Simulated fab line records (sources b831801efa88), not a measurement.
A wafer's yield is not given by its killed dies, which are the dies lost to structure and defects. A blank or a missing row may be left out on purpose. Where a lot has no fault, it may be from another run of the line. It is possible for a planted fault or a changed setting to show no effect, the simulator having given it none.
2 desks, one fault || flow sky130 || only its own numbers are on each desk; what lay behind them is given at the end

## AT THE TOOL OWNER'S DESK: pecvd-04
The tool's own readings at SKY_PASSIVATION_CVD_02 (deposits Si3N4, target thk 540 nm): means of the sampled wafers that have a number, for each lot that ran on this tool. Marked OUT: a lot whose mean sits more than 4 standard deviations from the usual mean, which makes it out of limits; the brackets give that distance.
Columns: A = heater-power-w at SKY_PASSIVATION_CVD_02, usual 711 W; B = rf-fwd-power-W at SKY_PASSIVATION_CVD_02, usual 449.1 W; C = susceptor-temp-C at SKY_PASSIVATION_CVD_02, usual 400.04 C
{"lot": "L838", "first seen here": "day 44 11:34", "A": 697, "B": 449.5, "C": 399.98}
{"lot": "L844", "first seen here": "day 45 23:14", "A": 712, "B": 451.2, "C": 400.16}
{"lot": "L847", "first seen here": "day 46 18:43", "A": 635, "B": "628.7 (+99 or more) OUT", "C": 400.12}
{"lot": "L849", "first seen here": "day 47 01:20", "A": 635, "B": "630.0 (+99 or more) OUT", "C": 399.98}
This desk's verdict: out of limits on L847, L849, starting with L847 at day 46 18:43 (rf-fwd-power-W at SKY_PASSIVATION_CVD_02). L838, L844 stayed within limits.

## METROLOGY DESK
Lot by lot, what the gauges showed, no matter which tool ran the lot: averages of those sampled wafers that carry a number. Marked OUT: a lot whose mean sits more than 4 standard deviations from the usual mean, which makes it out of limits; the brackets give that distance.
Columns: A = VIA3_OVL at SKY_VIA3_OVL_MEAS_13, usual -2 nm; B = CAP2M_TIN_RS at SKY_CAP2M_RS_MEAS_03, usual 6.92 ohm/sq; C = PASSIVATION_CVD_02_THK at SKY_PASSIVATION_THK_MEAS_03, usual 540 nm
{"lot": "L836", "first seen here": "day 39 13:16", "A": -2, "B": 6.96, "C": 539}
{"lot": "L838", "first seen here": "day 40 09:41", "A": 1, "B": 6.95, "C": 543}
{"lot": "L839", "first seen here": "day 40 14:56", "A": -3, "B": 7.04, "C": 536}
{"lot": "L841", "first seen here": "day 41 09:43", "A": -2, "B": 6.99, "C": 539}
{"lot": "L843", "first seen here": "day 41 17:22", "A": -6, "B": 6.85, "C": 538}
{"lot": "L844", "first seen here": "day 41 22:53", "A": -0, "B": 6.84, "C": 536}
{"lot": "L845", "first seen here": "day 42 05:08", "A": -2, "B": 7.03, "C": 549}
{"lot": "L847", "first seen here": "day 42 21:08", "A": -3, "B": 7.02, "C": "597 (+8.0) OUT"}
{"lot": "L849", "first seen here": "day 43 05:57", "A": 6, "B": 6.87, "C": "602 (+8.6) OUT"}
{"lot": "L850", "first seen here": "day 43 17:46", "A": 2, "B": 6.81, "C": 542}
{"lot": "L859", "first seen here": "day 46 01:05", "A": 8, "B": 7.06, "C": 535}
Per this desk, out of limits: L847, L849; the first was L847, day 46 18:58 (PASSIVATION_CVD_02_THK at SKY_PASSIVATION_THK_MEAS_03). L836, L838, L839, L841, L843, L844, L845, L850, L859 stayed within limits.

## PUT TOGETHER
The tool owner's desk had the chance to raise an alarm at day 46 18:43 on L847, L849.
An alarm was possible from the metrology desk at day 46 18:58, on L847, L849.
Every lot named ran SKY_PASSIVATION_CVD_02 on pecvd-04.

## WHAT THE SIMULATOR PUT IN
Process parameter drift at SKY_PASSIVATION_CVD_02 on pecvd-04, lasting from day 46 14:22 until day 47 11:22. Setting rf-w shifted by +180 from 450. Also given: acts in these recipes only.
Struck lots among those shown: L847, L849.
Hours from the fault's start to each desk's first reading out of limits: the tool owner's desk, 4; the metrology desk, 5.
